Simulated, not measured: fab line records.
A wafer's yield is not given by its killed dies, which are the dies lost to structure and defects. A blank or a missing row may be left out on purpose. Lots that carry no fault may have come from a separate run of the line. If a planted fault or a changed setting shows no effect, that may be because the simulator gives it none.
Matching of chambers	flow gf180mcu	4 sister chambers for GF_V1_CMP_04 on cmp-01
The step polishes SiO2. 14 wafers are shown with their chamber, then 7 later ones without.

## WAFERS PAIRED WITH THEIR CHAMBERS
wafer	chamber	motor-current-A (A)	time-to-endpoint-s (s)	retaining-ring-pressure-frac
L851.1	0	11.5	94	1.005
L851.2	2	11.8	97	0.998
L851.3	3	14.5	96	1.001
L857.1	2	12.0	92	1.001
L857.2	1	12.2	92	1.009
L857.3	3	14.4	94	0.998
L865.3	3	14.7	101	1.004
L865.5	0	11.9	104	0.995
L865.6	3	14.3	100	1.001
L867.1	2	11.6	91	1.000
L867.4	3	13.9	102	1.010
L867.5	3	14.3	100	1.001
L869.1	1	11.7	92	1.004
L869.3	3	15.1	97	0.992

SIGNATURES, as means of the wafers listed above
reading	chamber 0	chamber 1	chamber 2	chamber 3	scatter within a chamber
motor-current-A	11.700	11.950	11.800	14.457	0.335
time-to-endpoint-s	99.00	92.00	93.33	98.57	3.5
retaining-ring-pressure-frac	1.00000	1.00650	0.99967	1.00100	0.00497
Rule: distance of a wafer from a chamber = root of the sum over the readings of ((wafer's reading minus chamber's mean) / reading's scatter) squared. If the next closest chamber is less than 2 further off than the closest, the wafer can't be placed; otherwise it belongs to the closest. The scatter: the root of (the sum of the squares of (reading less its chamber's mean) over the shown wafers, divided by (wafers less chambers)).

## WAFERS WHOSE CHAMBER IS MISSING
wafer	motor-current-A (A)	time-to-endpoint-s (s)	retaining-ring-pressure-frac
L869.6	11.5	104	0.997
L870.1	11.8	92	0.991
L870.4	11.0	103	1.001
L870.5	12.6	98	1.000
L871.1	12.3	88	0.995
L871.3	14.5	90	1.010
L871.5	12.2	85	1.001

## CHAMBER TAKEN BY EACH
wafer	from the rows above	in truth
L869.6	can't be placed: 0 or 2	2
L870.1	can't be placed: 2 or 0 or 1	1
L870.4	can't be placed: 0 or 2 or 1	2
L870.5	can't be placed: 0 or 2 or 1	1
L871.1	can't be placed: 2 or 1 or 0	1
L871.3	3	3
L871.5	can't be placed: 1 or 2 or 0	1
1 of 7 placed correctly. Unplaceable from these rows: 6, with the true chamber sitting among the candidates in 6. Number placed wrongly: 0.
